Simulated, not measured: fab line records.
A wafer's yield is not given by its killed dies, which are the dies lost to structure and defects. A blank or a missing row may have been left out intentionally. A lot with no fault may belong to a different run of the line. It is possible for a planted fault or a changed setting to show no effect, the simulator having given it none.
fab line records -- flow sky130
record lots=11, wafers=33, last-day=51
route steps=708 shown METAL2@498 VIA2@522 PAD_OPEN@708
lots untouched by any fault: they come from a run of this same line in which no faults occurred
start-h: hours from the record's opening day to when the first of the lot's shown wafers began -- wait-h: hours from the lot's prior step to this one -- " identical to the entry in the row above -- L1.1+2: several wafers, shown together as one row -- - either no value or no given start -- * or withheld: withheld -- < > ~ a bound
route shown NAME@n: NAME is a module with steps in the file, n the number in the route of the first one -- usual: the fault-free wafers' mean and standard deviation -- same: alike in all rows -- chamber/n: place in a boat -- sites: the reading at each site -- _std_site: the standard deviation of these -- _edge_site: the outer-site mean with the inner-site mean subtracted -- radius-mm: for every site, how far away it sits from the centre of the wafer -- mask NAME#n: copy n -- behind: the most recent tool/chamber to have shaped the wafer -- hold: the reason the lot was held/the length of the hold in hours/how it ended -- device: whichever transistor did not switch (one of n, p or np) -- end of line: tests run on the same wafers once the route is complete -- where a step has no rows: the recipe by itself -- killed: not the wafer's yield, but the dies lost to structure and defects at the first sort -- map: per-die view of a wafer (x killed, . not killed, _ where there is no die)
set.NAME: the setting as run; set.NAME@STEP: as run at that earlier step -- model.NAME: the simulator's own value behind a step, which no gauge read
a sample of lots followed through the steps of the route, with each step as a table and each wafer as a row
services: the hour from which a tool's chamber was out of use, counted from the record's first day as start-h (under 0 if before that day), plus the number of hours and why
## steps
# step SKY_METAL2_CD_MEAS_15
# recipe target-cd-nm=140
# usual cd-nm=139.9/1.6
lot.wafer,tool,chamber,start-h,wait-h,cd-nm
L121.4,cd-sem-02,-,832.07,-,138.4
L121.5,cd-sem-02,-,832.07,-,139.6
L121.6,cd-sem-02,-,832.07,-,138.2
L122.1,cd-sem-01,-,839.22,-,140.8
L122.5,cd-sem-01,-,839.22,-,140.9
L122.6,cd-sem-01,-,839.22,-,141.3
L127.1,cd-sem-01,-,877.91,-,143.4
L127.4,cd-sem-01,-,877.91,-,144.2
L127.5,cd-sem-01,-,877.91,-,143.3
L129.2,cd-sem-02,-,899.83,-,139.8
L129.5,cd-sem-02,-,899.83,-,140.8
L129.6,cd-sem-02,-,899.83,-,139.2
L130.1,cd-sem-02,-,903.11,-,139.0
L130.4,cd-sem-02,-,903.11,-,139.6
L130.6,cd-sem-02,-,903.11,-,137.3
L133.1,cd-sem-01,-,921.13,-,139.5
L133.3,cd-sem-01,-,921.13,-,138.6
L133.5,cd-sem-01,-,921.13,-,138.4
L136.1,cd-sem-01,-,945.31,-,141.5
L136.3,cd-sem-01,-,945.31,-,141.0
L136.6,cd-sem-01,-,945.31,-,140.9
L138.1,cd-sem-01,-,954.56,-,139.6
L138.2,cd-sem-01,-,954.56,-,138.3
L138.4,cd-sem-01,-,954.56,-,137.4
L139.1,cd-sem-02,-,959.43,-,141.2
L139.3,cd-sem-02,-,959.43,-,141.4
L139.5,cd-sem-02,-,959.43,-,140.6
L140.1,cd-sem-02,-,965.43,-,140.8
L140.2,cd-sem-02,-,965.43,-,139.9
L140.6,cd-sem-02,-,965.43,-,140.0
L142.2,cd-sem-02,-,1013.28,-,140.3
L142.3,cd-sem-02,-,1013.28,-,139.8
L142.5,cd-sem-02,-,1013.28,-,140.1
# step SKY_METAL2_OVL_MEAS_16
# usual METAL2_OVL=0/5.1
lot.wafer,tool,chamber,start-h,wait-h,METAL2_OVL[nm]
L121.4,overlay-01,-,832.14,0.1,-5
L121.5,overlay-01,-,832.14,0.1,-3
L121.6,overlay-01,-,832.14,0.1,-3
L122.1,overlay-01,-,839.34,0.1,-8
L122.5,overlay-01,-,839.34,0.1,-11
L122.6,overlay-01,-,839.34,0.1,-5
L127.1,overlay-02,-,878.03,0.1,5
L127.4,overlay-02,-,878.03,0.1,-2
L127.5,overlay-02,-,878.03,0.1,2
L129.2,overlay-02,-,899.93,0.1,-1
L129.5,overlay-02,-,899.93,0.1,1
L129.6,overlay-02,-,899.93,0.1,-6
L130.1,overlay-01,-,903.23,0.1,-1
L130.4,overlay-01,-,903.23,0.1,1
L130.6,overlay-01,-,903.23,0.1,1
L133.1,overlay-01,-,921.25,0.1,1
L133.3,overlay-01,-,921.25,0.1,6
L133.5,overlay-01,-,921.25,0.1,2
L136.1,overlay-01,-,945.43,0.1,-2
L136.3,overlay-01,-,945.43,0.1,0
L136.6,overlay-01,-,945.43,0.1,-4
L138.1,overlay-02,-,954.68,0.1,-1
L138.2,overlay-02,-,954.68,0.1,0
L138.4,overlay-02,-,954.68,0.1,9
L139.1,overlay-02,-,959.55,0.1,-3
L139.3,overlay-02,-,959.55,0.1,0
L139.5,overlay-02,-,959.55,0.1,1
L140.1,overlay-01,-,965.55,0.1,1
L140.2,overlay-01,-,965.55,0.1,-3
L140.6,overlay-01,-,965.55,0.1,-2
L142.2,overlay-02,-,1013.39,0.1,-1
L142.3,overlay-02,-,1013.39,0.1,-3
L142.5,overlay-02,-,1013.39,0.1,-3
# step SKY_METAL2_DESCUM_17
# recipe chemistry=O2, source-power-w=150, bias-power-w=0, pressure-mtorr=10, temp-c=40, time-s=8
# usual drypump-motor-current-A=5.5/0.48, oes-product-au=1.003/0.0096
# same bias-power-w=0
lot.wafer,tool,chamber,start-h,wait-h,drypump-motor-current-A,oes-product-au,rf-hours-counter-h
L121.4,rie-metal-03,0,832.17,0.0,5.0,1.009,-
L121.5,rie-metal-03,0,832.17,0.0,5.0,0.991,-
L121.6,rie-metal-03,1,832.17,0.0,5.5,0.990,-
L122.1,rie-metal-04,0,839.38,0.0,6.1,1.001,5
L122.5,rie-metal-04,1,839.38,0.0,6.3,1.013,-
L122.6,rie-metal-04,0,839.38,0.0,6.1,0.999,-
L127.1,rie-metal-02,0,878.06,0.0,5.3,1.001,7
L127.4,rie-metal-02,0,878.06,0.0,5.3,0.994,-
L127.5,rie-metal-02,1,878.06,0.0,5.1,1.014,-
L129.2,rie-metal-02,1,899.96,0.0,5.1,1.013,6
L129.5,rie-metal-02,0,899.96,0.0,5.3,0.989,-
L129.6,rie-metal-02,1,899.96,0.0,5.1,1.012,-
L130.1,rie-metal-04,1,903.26,0.0,6.3,1.014,0
L130.4,rie-metal-04,1,903.26,0.0,6.3,1.005,-
L130.6,rie-metal-04,1,903.26,0.0,6.3,1.004,-
L133.1,rie-metal-03,0,921.28,0.0,5.0,0.998,8
L133.3,rie-metal-03,0,921.28,0.0,5.1,1.009,-
L133.5,rie-metal-03,0,921.28,0.0,5.0,1.004,-
L136.1,rie-metal-03,1,945.46,0.0,5.5,0.988,5
L136.3,rie-metal-03,0,945.46,0.0,5.0,0.986,-
L136.6,rie-metal-03,0,945.46,0.0,5.0,0.998,-
L138.1,rie-metal-03,1,954.71,0.0,5.5,0.999,5
L138.2,rie-metal-03,0,954.71,0.0,5.0,0.995,10
L138.4,rie-metal-03,0,954.71,0.0,5.1,0.995,-
L139.1,rie-metal-02,0,959.58,0.0,5.3,0.992,11
L139.3,rie-metal-02,0,959.58,0.0,5.3,1.002,-
L139.5,rie-metal-02,0,959.58,0.0,5.3,0.999,-
L140.1,rie-metal-04,1,965.58,0.0,6.3,1.007,4
L140.2,rie-metal-04,0,965.58,0.0,6.1,1.000,11
L140.6,rie-metal-04,0,965.58,0.0,6.1,1.006,-
L142.2,rie-metal-02,1,1013.42,0.0,5.1,1.004,12
L142.3,rie-metal-02,1,1013.42,0.0,5.1,1.009,-
L142.5,rie-metal-02,0,1013.42,0.0,5.3,0.999,-
# step SKY_VIA2_ETCH_15
# recipe target=SiO2, chemistry=C4F8/O2/Ar, target-depth-nm=546, stop-on=TiN, mask-material=KrF-thick, source-w=1500, bias-w=1200, pressure-mtorr=40, c4f8-flow-sccm=withheld, O2_flow_sccm=6, Ar_flow_sccm=300, time-s=84
# usual oes-product-au=0.926/0.0048, run-length-s=112.4/0.37
lot.wafer,tool,chamber,start-h,wait-h,oes-product-au,rf-hours-counter-h,run-length-s
L121.4,rie-diel-03,3,859.33,0.0,0.920,19,112.8
L121.5,rie-diel-03,2,859.33,0.0,0.925,-,112.1
L121.6,rie-diel-03,3,859.33,0.0,0.918,-,112.6
L122.1,rie-diel-04,1,866.33,0.0,0.926,8,112.1
L122.5,rie-diel-04,1,866.33,0.0,0.924,-,112.1
L122.6,rie-diel-04,2,866.33,0.0,0.922,-,112.3
L127.1,rie-diel-03,0,903.95,0.0,0.922,14,112.4
L127.4,rie-diel-03,1,903.95,0.0,0.923,9,111.9
L127.5,rie-diel-03,3,903.95,0.0,0.919,-,112.8
L129.2,rie-diel-03,1,926.17,0.0,0.862,10,122.3
L129.5,rie-diel-03,0,926.17,0.0,0.870,-,122.5
L129.6,rie-diel-03,1,926.17,0.0,0.874,-,122.3
L130.1,rie-diel-03,3,929.83,0.0,0.870,22,123.0
L130.4,rie-diel-03,1,929.83,0.0,0.868,10,122.2
L130.6,rie-diel-03,2,929.83,0.0,0.865,-,122.2
L133.1,rie-diel-01,1,946.93,0.0,0.915,10,112.5
L133.3,rie-diel-01,0,946.93,0.0,0.922,8,112.9
L133.5,rie-diel-01,3,946.93,0.0,0.932,-,112.2
L136.1,rie-diel-04,1,969.32,0.0,0.924,12,112.6
L136.3,rie-diel-04,2,969.32,0.0,0.936,9,112.6
L136.6,rie-diel-04,2,969.32,0.0,0.932,-,112.0
L138.1,rie-diel-03,0,989.22,0.0,0.927,17,112.2
L138.2,rie-diel-03,3,989.22,0.0,0.928,23,113.1
L138.4,rie-diel-03,2,989.22,0.0,0.919,24,112.1
L139.1,rie-diel-04,0,991.72,0.0,0.927,10,113.2
L139.3,rie-diel-04,2,991.72,0.0,0.924,10,112.0
L139.5,rie-diel-04,3,991.72,0.0,0.928,-,112.3
L140.1,rie-diel-03,0,995.41,0.0,0.925,17,112.1
L140.2,rie-diel-03,2,995.41,0.0,0.931,25,112.0
L140.6,rie-diel-03,0,995.41,0.0,0.927,-,112.4
L142.2,rie-diel-03,2,1037.96,0.0,0.919,26,112.2
L142.3,rie-diel-03,0,1037.96,0.0,0.929,19,112.7
L142.5,rie-diel-03,0,1037.96,0.0,0.929,-,112.9
# step SKY_VIA2_STRIP_16
# recipe chemistry=O2/N2, power-w=1400, pressure-mtorr=1500, platen-temp-c=withheld, o2-flow-sccm=3000, n2-flow-sccm=300, overash-fraction=0.5
# usual drypump-motor-current-A=5.9/0.35, oes-product-au=0.398/0.0043, strip-time-to-endpoint-s=4.053/0.029
lot.wafer,tool,chamber,start-h,wait-h,drypump-motor-current-A,oes-product-au,rf-hours-counter-h,strip-time-to-endpoint-s
L121.4,plasma-asher-03,0,859.43,0.1,6.3,0.400,-,4.090
L121.5,plasma-asher-03,0,859.43,0.1,6.3,0.404,-,4.060
L121.6,plasma-asher-03,1,859.43,0.1,5.6,0.405,-,4.070
L122.1,plasma-asher-03,0,866.40,0.0,6.3,0.402,106,4.072
L122.5,plasma-asher-03,0,866.40,0.0,6.3,0.398,-,4.087
L122.6,plasma-asher-03,1,866.40,0.0,5.6,0.396,-,4.058
L127.1,plasma-asher-03,1,904.02,0.0,5.6,0.397,110,4.011
L127.4,plasma-asher-03,1,904.02,0.0,5.6,0.397,-,4.044
L127.5,plasma-asher-03,1,904.02,0.0,5.6,0.405,-,4.031
L129.2,plasma-asher-02,0,926.24,0.0,6.1,0.397,80,3.912
L129.5,plasma-asher-02,1,926.24,0.0,6.2,0.395,-,3.844
L129.6,plasma-asher-02,0,926.24,0.0,6.1,0.396,-,3.873
L130.1,plasma-asher-02,0,929.90,0.0,6.1,0.388,81,3.917
L130.4,plasma-asher-02,1,929.90,0.0,6.2,0.394,-,3.905
L130.6,plasma-asher-02,0,929.90,0.0,6.1,0.399,-,3.935
L133.1,plasma-asher-04,0,947.00,0.0,5.9,0.405,18,4.087
L133.3,plasma-asher-04,1,947.00,0.0,5.3,0.395,-,4.116
L133.5,plasma-asher-04,0,947.00,0.0,5.9,0.396,-,4.137
L136.1,plasma-asher-03,1,969.39,0.0,5.6,0.399,117,4.052
L136.3,plasma-asher-03,0,969.39,0.0,6.3,0.402,-,4.030
L136.6,plasma-asher-03,1,969.39,0.0,5.6,0.398,-,4.065
L138.1,plasma-asher-03,1,989.29,0.0,5.6,0.385,118,4.006
L138.2,plasma-asher-03,0,989.29,0.0,6.3,0.408,118,4.055
L138.4,plasma-asher-03,1,989.29,0.0,5.6,0.393,-,4.039
L139.1,plasma-asher-04,1,991.79,0.0,5.3,0.395,21,4.056
L139.3,plasma-asher-04,1,991.79,0.0,5.3,0.393,-,4.035
L139.5,plasma-asher-04,0,991.79,0.0,5.9,0.399,-,4.054
L140.1,plasma-asher-03,1,995.47,0.0,5.6,0.390,119,4.028
L140.2,plasma-asher-03,0,995.47,0.0,6.3,0.401,119,4.040
L140.6,plasma-asher-03,1,995.47,0.0,5.6,0.398,-,4.013
L142.2,plasma-asher-04,1,1038.02,0.0,5.3,0.395,26,4.024
L142.3,plasma-asher-04,1,1038.02,0.0,5.3,0.393,-,4.004
L142.5,plasma-asher-04,0,1038.02,0.0,5.9,0.388,-,4.030
# step SKY_PAD_OPEN_PROBE_99
# usual defect-limited-yield=82.2/2, killed_at_M0_to_M3=43/6.4, killed_at_M4_up=3.2/1.8, killed-at-contacts=25/5.8, killed-at-front-end=16/4.1, killed-at-other=0.2/0.47, killed-dies=88/9.9, killed-on-rim=17/4.1, killed-open=47/7.3, killed-short=40/7.1, sort_bin_3_pad_short=0.9/0.41, sort_bin_5_function=10.6/1.6, sort_bin_6_memory=6.3/1.2, sort-n-pass=404/9.9, sort-yield-pct=82.2/2
# same gross-dies=492, killed-at-back-side=0, sort_bin_4_leakage[%]=0, sort_bin_8_speed[%]=0
lot.wafer,tool,chamber,start-h,wait-h,defect-limited-yield[%],killed_at_M0_to_M3,killed_at_M4_up,killed-at-contacts,killed-at-front-end,killed-at-other,killed-dies,killed-on-rim,killed-open,killed-short,sort_bin_3_pad_short[%],sort_bin_5_function[%],sort_bin_6_memory[%],sort-n-pass,sort-yield-pct[%]
L121.4,prober-01,-,1079.81,0.2,80.5,59,4,20,13,0,96,23,51,45,0.8,11.0,7.7,396,80.5
L121.5,prober-01,-,1079.86,0.2,80.9,52,4,20,18,0,94,17,53,41,0.4,11.0,7.7,398,80.9
L121.6,prober-01,-,1079.91,0.2,83.5,44,2,22,13,0,81,12,31,50,0.8,10.8,4.9,411,83.5
L122.1,prober-02,-,1088.78,0.1,85.0,45,1,18,10,0,74,16,41,33,1.2,8.5,5.3,418,85.0
L122.5,prober-02,-,1088.98,0.2,82.1,42,2,26,18,0,88,23,40,48,1.2,10.0,6.7,404,82.1
L122.6,prober-02,-,1089.03,0.2,83.1,47,2,26,8,0,83,15,52,31,0.2,11.0,5.7,409,83.1
L127.1,prober-01,-,1123.51,0.1,83.1,37,4,30,12,0,83,12,50,32,1.8,9.3,5.7,409,83.1
L127.4,prober-01,-,1123.66,0.2,79.3,48,1,35,18,0,102,20,54,48,0.8,13.4,6.5,390,79.3
L127.5,prober-01,-,1123.71,0.2,82.7,43,3,27,12,0,85,15,49,36,0.6,8.9,7.7,407,82.7
L129.2,prober-01,-,1133.93,0.1,86.6,30,3,24,8,1,66,9,27,39,0.8,6.7,5.9,426,86.6
L129.5,prober-01,-,1134.08,0.2,83.5,38,3,28,12,0,81,14,47,34,0.4,11.0,5.1,411,83.5
L129.6,prober-01,-,1134.13,0.2,84.6,39,2,24,11,0,76,12,41,34,0.4,9.3,5.7,416,84.6
L130.1,prober-02,-,1135.63,0.1,83.3,35,4,20,23,0,82,14,37,44,0.4,10.6,5.7,410,83.3
L130.4,prober-02,-,1135.78,0.2,81.3,48,1,28,15,0,92,18,46,46,1.0,11.4,6.3,400,81.3
L130.6,prober-02,-,1135.88,0.2,85.2,32,4,17,20,0,73,13,32,39,0.6,8.1,6.1,419,85.2
L133.1,prober-01,-,1152.63,0.1,81.7,51,1,24,14,0,90,20,45,45,0.8,10.4,7.1,402,81.7
L133.3,prober-01,-,1152.73,0.2,79.1,49,2,34,18,0,103,16,57,46,1.0,14.0,5.9,389,79.1
L133.5,prober-01,-,1152.83,0.2,81.5,47,3,26,13,2,91,17,49,40,1.4,10.4,6.7,401,81.5
L136.1,prober-02,-,1173.98,0.1,82.3,49,1,19,18,0,87,12,43,44,0.4,11.4,5.9,405,82.3
L136.3,prober-02,-,1174.08,0.2,86.4,34,1,18,14,0,67,18,32,35,0.4,8.5,4.7,425,86.4
L136.6,prober-02,-,1174.23,0.2,80.7,42,2,30,21,0,95,22,51,44,1.8,12.0,5.5,397,80.7
L138.1,prober-02,-,1181.60,0.1,80.9,47,5,26,15,1,94,15,46,46,0.2,12.8,6.1,398,80.9
L138.2,prober-02,-,1181.65,0.1,83.3,45,4,18,15,0,82,14,44,38,1.4,9.1,6.1,410,83.3
L138.4,prober-02,-,1181.75,0.2,81.5,47,2,19,22,1,91,17,45,45,1.4,9.6,7.5,401,81.5
L139.1,prober-01,-,1185.71,0.1,81.1,46,4,27,16,0,93,20,50,43,1.0,11.8,6.1,399,81.1
L139.3,prober-01,-,1185.81,0.2,79.9,51,2,28,18,0,99,23,57,41,0.8,12.0,7.3,393,79.9
L139.5,prober-01,-,1185.91,0.2,79.7,56,2,23,18,1,100,22,45,55,1.0,11.0,8.3,392,79.7
L140.1,prober-02,-,1188.06,0.1,82.3,44,2,23,18,0,87,22,50,37,1.0,10.2,6.5,405,82.3
L140.2,prober-02,-,1188.11,0.1,80.5,46,6,29,15,0,96,15,56,40,1.0,10.6,7.9,396,80.5
L140.6,prober-02,-,1188.31,0.2,80.9,40,1,37,15,1,94,19,53,41,0.4,12.0,6.7,398,80.9
L142.2,prober-02,-,1214.52,0.1,84.8,35,1,25,14,0,75,15,43,32,0.6,9.8,4.9,417,84.8
L142.3,prober-02,-,1214.57,0.2,83.1,38,3,21,21,0,83,19,47,36,1.0,9.6,6.3,409,83.1
L142.5,prober-02,-,1214.67,0.2,85.0,37,4,24,9,0,74,10,40,34,1.4,8.7,4.9,418,85.0
# killed by level:class
L121.4 VIA1:geometric-particle:open=14 METAL2:geometric-particle:short=11 LI_CONTACT:geometric-particle:open=9 FIELD_ISO:geometric-particle:open=7 METAL3:geometric-particle:short=7 CONTACT:geometric-particle:open=6 METAL1:geometric-particle:short=6 FIELD_ISO:geometric-particle:short=4
L121.5 VIA1:geometric-particle:open=13 LI_CONTACT:geometric-particle:open=10 FIELD_ISO:geometric-particle:open=9 METAL2:geometric-particle:short=8 LOCAL_INTERCONNECT:geometric-particle:short=6 METAL1:geometric-particle:short=6 VIA3:geometric-particle:short=5 VIA2:geometric-particle:open=5
L121.6 METAL1:geometric-particle:short=11 METAL2:geometric-particle:short=9 LI_CONTACT:geometric-particle:open=9 VIA2:geometric-particle:short=5 FIELD_ISO:geometric-particle:short=4 POLY_GATE:geometric-particle:short=4 VIA1:geometric-particle:open=4 LOCAL_INTERCONNECT:geometric-particle:short=3
L122.1 VIA3:geometric-particle:open=9 CONTACT:geometric-particle:open=8 VIA1:geometric-particle:open=8 METAL1:geometric-particle:short=6 METAL2:geometric-particle:short=6 VIA3:geometric-particle:short=4 VIA2:geometric-particle:open=4 FIELD_ISO:geometric-particle:short=3
L122.5 VIA1:geometric-particle:open=8 LI_CONTACT:geometric-particle:open=7 VIA2:geometric-particle:open=7 POLY_GATE:geometric-particle:short=5 LI_CONTACT:geometric-particle:short=5 LOCAL_INTERCONNECT:geometric-particle:short=5 CONTACT:geometric-particle:open=5 METAL2:geometric-particle:short=5
L122.6 CONTACT:geometric-particle:open=11 VIA1:geometric-particle:open=10 LI_CONTACT:geometric-particle:open=8 METAL1:geometric-particle:short=8 VIA3:geometric-particle:open=8 VIA2:geometric-particle:open=6 LOCAL_INTERCONNECT:geometric-particle:short=4 FIELD_ISO:geometric-particle:short=3
L127.1 LI_CONTACT:geometric-particle:open=12 VIA1:geometric-particle:open=11 CONTACT:geometric-particle:open=8 VIA1:geometric-particle:short=6 CONTACT:geometric-particle:short=6 VIA3:geometric-particle:open=6 METAL1:geometric-particle:short=5 POLY_GATE:geometric-particle:short=3
L127.4 CONTACT:geometric-particle:short=12 VIA1:geometric-particle:open=12 CONTACT:geometric-particle:open=10 VIA1:geometric-particle:short=9 FIELD_ISO:geometric-particle:open=6 METAL1:geometric-particle:short=6 METAL2:geometric-particle:short=6 VIA2:geometric-particle:open=6
L127.5 VIA1:geometric-particle:open=17 CONTACT:geometric-particle:open=8 CONTACT:geometric-particle:short=7 LI_CONTACT:geometric-particle:open=6 LOCAL_INTERCONNECT:geometric-particle:short=6 VIA3:geometric-particle:open=6 METAL1:geometric-particle:short=4 METAL2:geometric-particle:short=4
L129.2 CONTACT:geometric-particle:open=6 CONTACT:geometric-particle:short=5 VIA1:geometric-particle:short=5 LOCAL_INTERCONNECT:geometric-particle:short=4 VIA3:geometric-particle:short=4 METAL1:geometric-particle:short=4 VIA1:geometric-particle:open=4 METAL2:geometric-particle:short=4
L129.5 CONTACT:geometric-particle:open=14 VIA1:geometric-particle:open=8 LI_CONTACT:geometric-particle:open=5 METAL1:geometric-particle:short=5 VIA2:geometric-particle:open=5 LOCAL_INTERCONNECT:geometric-particle:short=4 VIA3:geometric-particle:open=4 POLY_GATE:geometric-particle:short=3
L129.6 CONTACT:geometric-particle:open=11 VIA1:geometric-particle:open=8 VIA2:geometric-particle:open=8 LI_CONTACT:geometric-particle:open=6 METAL1:geometric-particle:short=5 CONTACT:geometric-particle:short=4 VIA3:geometric-particle:short=4 VIA3:geometric-particle:open=4
L130.1 VIA3:geometric-particle:open=8 LI_CONTACT:geometric-particle:open=7 FIELD_ISO:geometric-particle:open=6 POLY_GATE:geometric-particle:short=6 METAL2:geometric-particle:short=6 VIA1:geometric-particle:open=5 FIELD_ISO:geometric-particle:short=4 POLY_GATE:geometric-particle:open=4
L130.4 VIA1:geometric-particle:open=9 LI_CONTACT:geometric-particle:open=9 CONTACT:geometric-particle:open=8 METAL1:geometric-particle:short=8 FIELD_ISO:geometric-particle:short=7 VIA2:geometric-particle:open=6 VIA3:geometric-particle:open=6 VIA2:geometric-particle:short=5
L130.6 FIELD_ISO:geometric-particle:short=8 CONTACT:geometric-particle:short=7 VIA1:geometric-particle:open=7 POLY_GATE:geometric-particle:open=4 LI_CONTACT:geometric-particle:open=4 VIA1:geometric-particle:short=4 VIA2:geometric-particle:open=4 VIA3:geometric-particle:open=3
L133.1 VIA1:geometric-particle:short=9 CONTACT:geometric-particle:open=9 METAL1:geometric-particle:short=7 VIA3:geometric-particle:open=7 LI_CONTACT:geometric-particle:open=6 VIA2:geometric-particle:open=6 POLY_GATE:geometric-particle:open=5 VIA2:geometric-particle:short=5
L133.3 VIA1:geometric-particle:open=16 LI_CONTACT:geometric-particle:open=13 METAL1:geometric-particle:short=7 VIA3:geometric-particle:open=6 FIELD_ISO:geometric-particle:open=5 FIELD_ISO:geometric-particle:short=5 LI_CONTACT:geometric-particle:short=5 LOCAL_INTERCONNECT:geometric-particle:short=5
L133.5 VIA1:geometric-particle:open=13 CONTACT:geometric-particle:open=11 VIA2:geometric-particle:open=8 FIELD_ISO:geometric-particle:open=7 CONTACT:geometric-particle:short=5 VIA1:geometric-particle:short=5 METAL2:geometric-particle:short=5 VIA3:geometric-particle:short=5
L136.1 VIA1:geometric-particle:open=12 METAL1:geometric-particle:short=9 FIELD_ISO:geometric-particle:short=8 CONTACT:geometric-particle:open=7 VIA3:geometric-particle:open=7 METAL2:geometric-particle:short=6 FIELD_ISO:geometric-particle:open=4 LI_CONTACT:geometric-particle:short=4
L136.3 VIA1:geometric-particle:open=13 CONTACT:geometric-particle:open=7 POLY_GATE:geometric-particle:short=6 LI_CONTACT:geometric-particle:open=4 METAL2:geometric-particle:short=4 VIA2:geometric-particle:short=4 POLY_GATE:geometric-particle:open=3 LOCAL_INTERCONNECT:geometric-particle:short=3
L136.6 CONTACT:geometric-particle:open=14 VIA1:geometric-particle:open=11 METAL1:geometric-particle:short=8 FIELD_ISO:geometric-particle:short=5 POLY_GATE:geometric-particle:short=5 CONTACT:geometric-particle:short=5 FIELD_ISO:geometric-particle:open=4 VIA3:geometric-particle:open=4
L138.1 VIA1:geometric-particle:open=11 CONTACT:geometric-particle:open=7 LOCAL_INTERCONNECT:geometric-particle:short=7 VIA3:geometric-particle:open=7 METAL2:geometric-particle:short=6 VIA2:geometric-particle:open=6 VIA1:geometric-particle:short=5 POLY_GATE:geometric-particle:open=5
L138.2 VIA1:geometric-particle:open=10 VIA2:geometric-particle:open=7 VIA3:geometric-particle:open=7 SPACER:geometric-particle:short=5 LOCAL_INTERCONNECT:geometric-particle:short=5 METAL1:geometric-particle:short=5 METAL2:geometric-particle:short=5 POLY_GATE:geometric-particle:short=4
L138.4 VIA1:geometric-particle:open=8 CONTACT:geometric-particle:open=7 METAL1:geometric-particle:short=7 VIA3:geometric-particle:open=7 POLY_GATE:geometric-particle:short=6 VIA1:geometric-particle:short=6 FIELD_ISO:geometric-particle:short=5 POLY_GATE:geometric-particle:open=5
L139.1 CONTACT:geometric-particle:open=11 VIA1:geometric-particle:open=10 LI_CONTACT:geometric-particle:open=8 METAL2:geometric-particle:short=8 VIA2:geometric-particle:open=6 VIA3:geometric-particle:open=5 VIA2:geometric-particle:short=4 CONTACT:geometric-particle:short=4
L139.3 CONTACT:geometric-particle:open=10 METAL1:geometric-particle:short=9 LI_CONTACT:geometric-particle:open=8 VIA3:geometric-particle:open=8 VIA1:geometric-particle:open=8 VIA2:geometric-particle:open=7 CONTACT:geometric-particle:short=6 METAL2:geometric-particle:short=6
L139.5 VIA1:geometric-particle:open=15 METAL1:geometric-particle:short=10 CONTACT:geometric-particle:open=9 VIA1:geometric-particle:short=9 VIA2:geometric-particle:open=7 POLY_GATE:geometric-particle:short=6 METAL2:geometric-particle:short=6 LI_CONTACT:geometric-particle:open=5
L140.1 LI_CONTACT:geometric-particle:open=10 CONTACT:geometric-particle:open=9 VIA1:geometric-particle:open=9 VIA3:geometric-particle:open=8 METAL1:geometric-particle:short=6 POLY_GATE:geometric-particle:short=5 METAL2:geometric-particle:short=5 FIELD_ISO:geometric-particle:open=3
L140.2 CONTACT:geometric-particle:open=11 METAL1:geometric-particle:short=11 LI_CONTACT:geometric-particle:open=10 VIA1:geometric-particle:open=8 VIA2:geometric-particle:open=6 VIA1:geometric-particle:short=5 LOCAL_INTERCONNECT:geometric-particle:short=4 VIA3:geometric-particle:open=4
L140.6 VIA1:geometric-particle:open=13 LI_CONTACT:geometric-particle:open=10 CONTACT:geometric-particle:open=10 CONTACT:geometric-particle:short=7 VIA3:geometric-particle:open=7 LOCAL_INTERCONNECT:geometric-particle:short=6 FIELD_ISO:geometric-particle:open=5 METAL2:geometric-particle:short=4
L142.2 VIA1:geometric-particle:open=12 LI_CONTACT:geometric-particle:open=8 CONTACT:geometric-particle:open=7 POLY_GATE:geometric-particle:short=6 CONTACT:geometric-particle:short=5 METAL1:geometric-particle:short=5 POLY_GATE:geometric-particle:open=4 LOCAL_INTERCONNECT:geometric-particle:short=4
L142.3 VIA1:geometric-particle:open=14 FIELD_ISO:geometric-particle:open=9 CONTACT:geometric-particle:short=7 POLY_GATE:geometric-particle:short=6 CONTACT:geometric-particle:open=6 VIA3:geometric-particle:open=5 FIELD_ISO:geometric-particle:short=4 LI_CONTACT:geometric-particle:open=4
L142.5 CONTACT:geometric-particle:open=9 VIA1:geometric-particle:open=8 LI_CONTACT:geometric-particle:short=6 METAL1:geometric-particle:short=5 METAL2:geometric-particle:short=5 CONTACT:geometric-particle:short=4 LI_CONTACT:geometric-particle:open=4 VIA2:geometric-particle:open=4
## services
tool,chamber,start-h,hours,kind
rie-diel-01,-,817.10,0.4,repair
rie-metal-03,0,817.27,5.3,repair
plasma-asher-04,-,817.53,14.6,pm
rie-metal-04,0,822.93,5.7,repair
rie-diel-04,3,823.03,96.4,repair
rie-diel-03,2,823.69,6.2,repair
rie-metal-04,-,825.52,2.4,repair
plasma-asher-04,-,838.07,0.9,repair
rie-diel-04,0,838.71,7.5,repair
rie-diel-03,-,844.31,0.6,repair
rie-metal-04,-,869.15,0.3,repair
rie-diel-04,0,879.57,16.1,repair
plasma-asher-04,-,900.02,9.3,repair
rie-metal-02,0,905.12,13.0,repair
plasma-asher-02,-,906.54,1.3,repair
rie-metal-03,1,909.85,18.4,repair
rie-metal-02,1,915.07,13.8,repair
rie-diel-03,1,943.21,11.6,repair
rie-metal-02,0,944.98,5.0,repair
rie-diel-04,2,952.52,10.6,repair
rie-metal-04,0,954.30,8.3,repair
rie-metal-03,-,963.72,1.4,pm
plasma-asher-03,-,1021.48,0.5,repair
plasma-asher-03,-,1026.16,1.0,repair
## key
first-sign step=SKY_VIA2_ETCH_15, reading=run-length-s, direction=up, sigmas=27, usual=*, struck=*
effect step=SKY_VIA2_ETCH_15, reading=oes-product-au, direction=down, sigmas=12, usual=0.926, struck=0.868
effect step=SKY_VIA2_STRIP_16, reading=strip-time-to-endpoint-s, direction=down, sigmas=5.3, usual=*, struck=*
met-at SKY_VIA2_ETCH_15
struck-lots L129,L130
not-acting-at SKY_METAL2_CD_MEAS_15,SKY_METAL2_OVL_MEAS_16,SKY_METAL2_DESCUM_17
onset-between 903.95 926.17
fault kind=process-parameter-drift, tool=rie-diel-03, chamber=-, onset-h=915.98, steps=SKY_VIA2_ETCH_15, channel=time-s, offset=*, shape=step, end-h=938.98, acts-in=*, stated=*
